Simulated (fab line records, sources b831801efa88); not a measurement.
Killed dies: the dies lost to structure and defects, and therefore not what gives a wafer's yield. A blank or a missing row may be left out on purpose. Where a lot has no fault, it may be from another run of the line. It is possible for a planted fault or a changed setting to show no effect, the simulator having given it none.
Which tool is to blame?	flow sky130	33 wafers from 12 lots sampled at 5 of the route's 708 steps

== WHAT THE GAUGES SHOWED, per wafer ==
SKY_FIELD_ISO_THK_MEAS_04. Usual: FIELD_ISO_CVD_03_THK 166.3 nm, standard deviation 1.7.
lot	measured	on	FIELD_ISO_CVD_03_THK (nm)	flag
L133	day 1 13:29	film-metro-03	164.3 165.7 165.1	
L134	day 1 19:04	film-metro-03	164.3 166.0 164.9	
L135	day 2 02:23	film-metro-03	165.4 164.3 166.6	
L137	day 2 12:04	film-metro-01	165.8 165.9 165.8	
L138	day 2 16:24	film-metro-03	166.5 166.9 166.6	
L141	day 3 05:29	film-metro-03	165.6 165.9 164.7	
L142	day 3 11:40	film-metro-03	167.1 165.2 166.5	
L145	day 4 02:01	film-metro-01	169.6 169.6 170.2	
L151	day 5 13:25	film-metro-01	167.1 165.2	
L152	day 5 16:16	film-metro-02	165.5 165.6	
L155	day 6 04:23	film-metro-02	169.0 170.3	
L156	day 6 09:22	film-metro-02	167.9 168.4 166.8	

SKY_LDD_HVN_OVL_MEAS_07. Usual: LDD_HVN_OVL -0.5 nm, standard deviation 1.4.
lot	measured	on	LDD_HVN_OVL (nm)	flag
L133	day 20 01:14	overlay-01	-1.0 -2.0 -1.0	
L134	day 20 15:02	overlay-02	-3.2 -2.5 -2.3	
L135	day 21 06:49	overlay-02	-0.5 -3.7 -1.7	
L137	day 22 02:58	overlay-01	0.3 -0.2 0.6	
L138	day 22 13:37	overlay-02	-1.3 -0.4 -1.7	
L141	day 23 12:10	overlay-02	-0.1 -2.3 0.5	
L142	day 23 19:52	overlay-01	0.9 -1.2 0.4	
L145	day 24 21:41	overlay-01	-0.8 -0.7 -0.1	
L151	day 27 02:49	overlay-01	-1.0 0.2	
L152	day 27 08:34	overlay-01	-3.9 -0.3	
L155	day 27 22:19	overlay-02	2.0 0.5	
L156	day 28 15:55	overlay-02	-0.5 -0.8 0.0	

SKY_CONTACT_THK_MEAS_01. Usual: CONTACT_CVD_00_THK 74.8 nm, standard deviation 1.1.
lot	measured	on	CONTACT_CVD_00_THK (nm)	flag
L133	day 30 06:22	film-metro-02	73.1 74.6 74.9	
L134	day 30 15:23	film-metro-02	75.9 75.3 75.4	
L135	day 31 05:01	film-metro-02	75.4 76.1 76.8	
L137	day 32 01:41	film-metro-01	75.2 75.9 76.0	
L138	day 32 10:42	film-metro-02	73.1 74.3 72.9	
L141	day 33 07:17	film-metro-02	73.9 74.7 74.5	
L142	day 33 11:37	film-metro-01	75.5 76.7 76.0	
L145	day 34 12:38	film-metro-02	72.9 74.0 74.2	
L151	day 36 13:56	film-metro-01	73.7 61.5	OFF
L152	day 36 20:53	film-metro-02	75.1 61.0	OFF
L155	day 37 07:20	film-metro-01	61.0 73.9	OFF
L156	day 37 21:01	film-metro-03	76.1 76.1 77.2	

== EACH LOT AND THE TOOL THAT RAN IT (in order: tool; ch and the chambers of the sampled wafers; start) ==
lot	SKY_RES_XHIGH_STRIP_08	SKY_CONTACT_CVD_00
L133	plasma-asher-02 ch 0,1, day 26 12:50	pecvd-01 ch 0,1, day 30 06:20
L134	plasma-asher-03 ch 0,1, day 26 22:59	pecvd-02 ch 1,2, day 30 15:21
L135	plasma-asher-02 ch 0,1, day 27 13:35	pecvd-03 ch 0,1,2, day 31 04:58
L137	plasma-asher-01 ch 0,1, day 28 09:22	pecvd-03 ch 0,1,2, day 32 01:35
L138	plasma-asher-03 ch 0,1, day 28 19:32	pecvd-01 ch 0,1,2, day 32 10:40
L141	plasma-asher-02 ch 0,1, day 29 17:37	pecvd-01 ch 0,2, day 33 07:14
L142	plasma-asher-01 ch 0,1, day 29 23:13	pecvd-02 ch 0,1, day 33 11:34
L145	plasma-asher-01 ch 0,1, day 30 23:29	pecvd-01 ch 0,1,2, day 34 12:36
L151	plasma-asher-01 ch 0,1, day 33 01:53	pecvd-01 ch 1,2, day 36 13:53
L152	plasma-asher-01 ch 0,1, day 33 08:48	pecvd-01 ch 1,2, day 36 20:49
L155	plasma-asher-03 ch 0,1, day 33 21:01	pecvd-01 ch 1,2, day 37 07:18
L156	plasma-asher-01 ch 0,1, day 34 11:41	pecvd-03 ch 0,1,2, day 37 20:58
- SKY_RES_XHIGH_STRIP_08: strips in O2/N2.
- SKY_CONTACT_CVD_00: deposits Si3N4, target thk 75 nm.

== AS READ BY THE TOOLS THEMSELVES (means over the sampled wafers that have a number; for cases with no such wafer, the mark the record gives instead) ==
SKY_RES_XHIGH_STRIP_08. Usual: drypump-motor-current-A 5.5 A, standard deviation 0.66; o2-flow-sccm 3001 sccm, standard deviation 9.7; oes-product-au 0.711 a.u., standard deviation 0.0043; strip-time-to-endpoint-s 14.27 s, standard deviation 0.043.
lot	tool	drypump-motor-current-A (A)	o2-flow-sccm (sccm)	oes-product-au (a.u.)	strip-time-to-endpoint-s (s)	flag
L133	plasma-asher-02	6.2	3000	0.716	14.25	
L134	plasma-asher-03	5.7	3003	0.710	14.24	
L135	plasma-asher-02	6.3	2991	0.712	14.25	
L137	plasma-asher-01	4.9	2996	0.713	14.28	
L138	plasma-asher-03	5.7	3006	0.708	14.31	
L141	plasma-asher-02	6.3	3007	0.709	14.25	
L142	plasma-asher-01	4.9	3010	0.709	14.20	
L145	plasma-asher-01	4.9	3008	0.708	14.19	
L151	plasma-asher-01	4.9	3004	0.712	14.30	
L152	plasma-asher-01	4.9	3002	0.715	14.25	
L155	plasma-asher-03	5.9	2987	0.712	14.25	
L156	plasma-asher-01	4.9	3001	0.713	14.26	

SKY_CONTACT_CVD_00. Usual: heater-power-w reads 685 W (standard deviation 100).
lot	tool	heater-power-w (W)	flag
L133	pecvd-01	823	
L134	pecvd-02	581	
L135	pecvd-03	652	
L137	pecvd-03	668	
L138	pecvd-01	733	
L141	pecvd-01	804	
L142	pecvd-02	685	
L145	pecvd-01	724	
L151	pecvd-01	704	
L152	pecvd-01	656	
L155	pecvd-01	656	
L156	pecvd-03	629	

== THE ANSWER, worked out from the rows above alone ==
Rule: a lot counts as off when the mean over its wafers that have a number is more than 3 standard deviations away from the usual mean. A lot without any number at a reading at which 4 lots or more have one is off too. All remaining lots with rows at the step are treated as sound. After the gauges, taken in route order, come the tools' own readings; for these a lot's mean is taken, as printed above. The first step at which some lot is off is used, and at that step the reading that is off furthest; a lot without a number counts as furthest.
Off: L151, L152, L155, at SKY_CONTACT_THK_MEAS_01 (CONTACT_CVD_00_THK).
A tool fits if, at a process step before that reading, it ran every lot that is off, and no sound lot after the first of them. Those tools and the gauges at SKY_CONTACT_THK_MEAS_01 are tried in the same way. One fits: SKY_CONTACT_CVD_00 on pecvd-01. A fault onset in the window from L145 (day 34 12:36, its last sound lot) to L151 (day 36 13:53, its first lot off) fits.

== WHAT WAS PUT IN BY THE SIMULATOR ==
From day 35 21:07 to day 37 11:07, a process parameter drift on pecvd-01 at SKY_CONTACT_CVD_00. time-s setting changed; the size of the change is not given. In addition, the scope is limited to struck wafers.
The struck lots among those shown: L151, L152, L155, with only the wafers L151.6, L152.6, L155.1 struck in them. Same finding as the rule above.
